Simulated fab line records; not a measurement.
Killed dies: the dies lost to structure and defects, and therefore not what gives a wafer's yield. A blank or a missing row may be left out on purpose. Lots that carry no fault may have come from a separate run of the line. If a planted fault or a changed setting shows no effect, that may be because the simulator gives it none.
Matching of chambers | flow sky130 | 4 sister chambers for SKY_FIELD_ISO_ETCH_14 on rie diel-01
The step etches BARC in N2/H2, stops on SiO2, time 45.9 s, target depth 60 nm. 8 wafers are shown with their chamber, then 7 later ones without.

== WAFERS, EACH WITH ITS CHAMBER ==
wafer  | chamber | drypump motor current A (A) | rf fwd power W (W)
L521.5 | 2       | 5.6                         | 494.6
L522.6 | 1       | 6.0                         | 492.1
L527.3 | 1       | 6.0                         | 491.7
L527.6 | 2       | 5.6                         | 494.6
L529.5 | 0       | 6.0                         | 493.4
L529.6 | 3       | 5.8                         | 492.2
L532.1 | 3       | 5.9                         | 497.9
L532.3 | 0       | 6.0                         | 492.3

== WAFERS WITH NO CHAMBER GIVEN ==
wafer  | drypump motor current A (A) | rf fwd power W (W)
L532.6 | 6.0                         | 494.1
L538.3 | 5.9                         | 495.2
L538.4 | 6.0                         | 491.9
L538.5 | 6.0                         | 492.4
L539.1 | 6.0                         | 492.9
L539.4 | 5.6                         | 494.3
L539.6 | 5.6                         | 493.5

== WHICH CHAMBER EACH WENT THROUGH ==
wafer  | from the rows above          | in truth
L532.6 | can't be placed: 0 or 1      | 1
L538.3 | can't be placed: 3 or 0 or 1 | 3
L538.4 | can't be placed: 1 or 0      | 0
L538.5 | can't be placed: 0 or 1      | 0
L539.1 | can't be placed: 0 or 1      | 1
L539.4 | 2                            | 2
L539.6 | 2                            | 2
Correctly placed: 2 of 7. Can't be placed from these rows: 5 (the true chamber is among the candidates in 5). 0 placed wrongly.
How it was worked out, from the rows above alone: a wafer's distance from a chamber is the root of the sum, over the readings, of the square of ((its reading less the chamber's mean) divided by the reading's scatter). The wafer belongs to the nearest chamber; if the next one is less than 2 further off, it can't be placed. For every chamber, the mean is computed from those of its wafers that are shown. The scatter: the root of (the sum of the squares of (reading less its chamber's mean) over the shown wafers, divided by (wafers less chambers)).
